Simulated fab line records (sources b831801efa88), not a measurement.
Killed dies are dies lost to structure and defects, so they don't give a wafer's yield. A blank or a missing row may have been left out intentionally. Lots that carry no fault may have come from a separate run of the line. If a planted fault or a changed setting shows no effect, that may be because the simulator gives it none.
What tool caused it? | flow sfq_line | at 1 step of a route of 325, 15 lots with 45 wafers sampled

## WHAT THE GAUGES SHOWED, per wafer
SFQ_L0_THK_MEAS_902: measures by xrf.
lot  | measured    | on            | L0_MONX_KI_THK (nm)
L923 | day 1 17:43 | film_metro-03 | 39.5 40.0 40.0
L927 | day 2 13:41 | film_metro-01 | 39.8 39.9 40.1
L928 | day 2 18:41 | film_metro-01 | 39.9 40.1 39.9
L929 | day 2 23:42 | film_metro-04 | 40.8 40.6 40.7
L930 | day 3 04:41 | film_metro-03 | 39.9 39.9 39.8
L933 | day 3 19:41 | film_metro-03 | 40.0 39.6 39.6
L934 | day 4 00:41 | film_metro-04 | 40.7 40.8 40.9
L935 | day 4 05:41 | film_metro-01 | 40.5 40.6 40.2
L936 | day 4 10:41 | film_metro-03 | 39.7 39.1 39.9
L938 | day 4 20:41 | film_metro-04 | 40.5 40.7 40.2
L941 | day 5 11:41 | film_metro-04 | 41.0 41.0 41.2
L942 | day 5 16:41 | film_metro-03 | 39.9 40.6 40.5
L943 | day 5 21:41 | film_metro-04 | 41.3 40.9 41.2
L944 | day 6 02:41 | film_metro-04 | 41.3 40.2 40.8
L945 | day 6 07:41 | film_metro-01 | 41.1 40.9 41.1

## WHICH TOOL RAN EACH LOT (tool, then ch and the chambers of the sampled wafers, then the start)
Record: no process step prior to these readings.

## AS READ BY THE TOOLS THEMSELVES (means over the sampled wafers that have a number; for cases with no such wafer, the mark the record gives instead)
The record holds no such reading with a usual standard deviation.

## THE ANSWER, worked out from the rows above alone
Rule: usual is defined by the lots themselves. Put in order of their means at a reading, lots are off if they are a third of the lots or fewer, leave a main group of 4 or more, and stand apart from it by a gap of 3 or more times the standard deviation of the main group's means; of several such gaps the widest counts. A main group is skipped when, at the precision printed for the reading in the tables above, its means are all equal. Also off: a lot with no number at a reading for which 4 or more lots have one. All remaining lots with rows at the step are treated as sound. First the gauges in route order, then the tools' own readings, where a lot's mean is used as printed above. At the first step where some lot is off, the reading lying furthest off is the one used; lots without a number count as furthest.
No lot is off on any of the readings shown, so nothing can be concluded from this.

## WHAT THE SIMULATOR HAD INSERTED
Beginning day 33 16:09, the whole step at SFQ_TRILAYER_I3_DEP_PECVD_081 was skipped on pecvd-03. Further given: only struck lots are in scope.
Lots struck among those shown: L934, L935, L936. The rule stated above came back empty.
